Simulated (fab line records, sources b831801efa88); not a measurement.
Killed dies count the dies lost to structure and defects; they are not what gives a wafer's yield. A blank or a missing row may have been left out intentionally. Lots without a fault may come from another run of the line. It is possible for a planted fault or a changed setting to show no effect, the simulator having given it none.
What tool caused it? ; flow gf180mcu ; Sampling: 11 lots, 33 wafers, 3 of 602 route steps

## WHAT EACH GAUGE READ, for each wafer
GF_V1_RS_MEAS_24: uses a four-point probe to measure.
lot;measured;on;V1_W_RS (ohm/sq)
L375;day 18 15:45;film_metro-04;0.328 0.331 0.328
L376;day 19 07:20;film_metro-02;0.332 0.330 0.330
L380;day 20 18:55;film_metro-04;0.329 0.331 0.329
L382;day 21 13:31;film_metro-02;0.324 0.326 0.324
L383;day 22 03:23;film_metro-02;0.326 0.325 0.329
L384;day 22 09:16;film_metro-02;0.386 0.390 0.387
L385;day 22 19:59;film_metro-02;0.386 0.392 0.394
L392;day 24 23:52;film_metro-01;0.323 0.321 0.320
L394;day 25 13:33;film_metro-02;0.329 0.328 0.326
L395;day 25 21:28;film_metro-02;0.329 0.326 0.327
L396;day 26 04:39;film_metro-01;0.327 0.324 0.325

## EACH LOT AND THE TOOL THAT RAN IT (in order: tool; ch and the chambers of the sampled wafers; start)
lot;GF_V1_CMP_04;GF_V1_CVD_23
L375;cmp-02 ch 0,1,2, day 17 15:07;cvd_w-02 ch 0,1, day 18 15:38
L376;cmp-01 ch 0,2, day 18 06:43;cvd_w-02 ch 0,1, day 19 07:14
L380;cmp-01 ch 0,1,3, day 19 18:32;cvd_w-01 ch 0, day 20 18:41
L382;cmp-02 ch 1,2,3, day 20 12:25;cvd_w-01 ch 0,1, day 21 13:24
L383;cmp-02 ch 0,1,2, day 21 02:22;cvd_w-02 ch 0,1, day 22 03:16
L384;cmp-01 ch 0,2,3, day 21 08:25;cvd_w-01 ch 0,1, day 22 09:09
L385;cmp-02 ch 1,2,3, day 21 19:12;cvd_w-01 ch 0,1, day 22 19:53
L392;cmp-02 ch 2,3, day 23 23:56;cvd_w-01 ch 0,1, day 24 23:44
L394;cmp-02 ch 0,1,2, day 24 14:25;cvd_w-01 ch 1, day 25 13:20
L395;cmp-02 ch 0,1,3, day 24 22:31;cvd_w-01 ch 1, day 25 21:15
L396;cmp-01 ch 0,1,2, day 25 06:20;cvd_w-01 ch 1, day 26 04:26
- GF_V1_CMP_04: polishes SiO2.
- GF_V1_CVD_23: deposits W, target thk 350 nm, time 105.05 s.

## THE ANSWER, worked out from the rows above alone
Rule: the usual values come from the lots themselves. Put in order of their means at a reading, lots are off if they are a third of the lots or fewer, leave a main group of 4 or more, and stand apart from it by a gap of 3 or more times the standard deviation of the main group's means; of several such gaps the widest counts. A main group whose means are all the same, to the digits that the tables above print for the reading, isn't used. A lot without any number at a reading at which 4 lots or more have one is off too. The other lots that the step has rows for count as sound.
Off: at GF_V1_RS_MEAS_24 (V1_W_RS), L384, L385. The main group has a mean of 0.327 ohm/sq with a standard deviation of 0.0027.
If a tool, at a process step before that reading, ran all the lots that are off and no sound lot after the first of them, it fits. Gauges at GF_V1_RS_MEAS_24: tried the same way as those tools. Not one of the candidates tried fits.

## WHAT WAS PUT IN BY THE SIMULATOR
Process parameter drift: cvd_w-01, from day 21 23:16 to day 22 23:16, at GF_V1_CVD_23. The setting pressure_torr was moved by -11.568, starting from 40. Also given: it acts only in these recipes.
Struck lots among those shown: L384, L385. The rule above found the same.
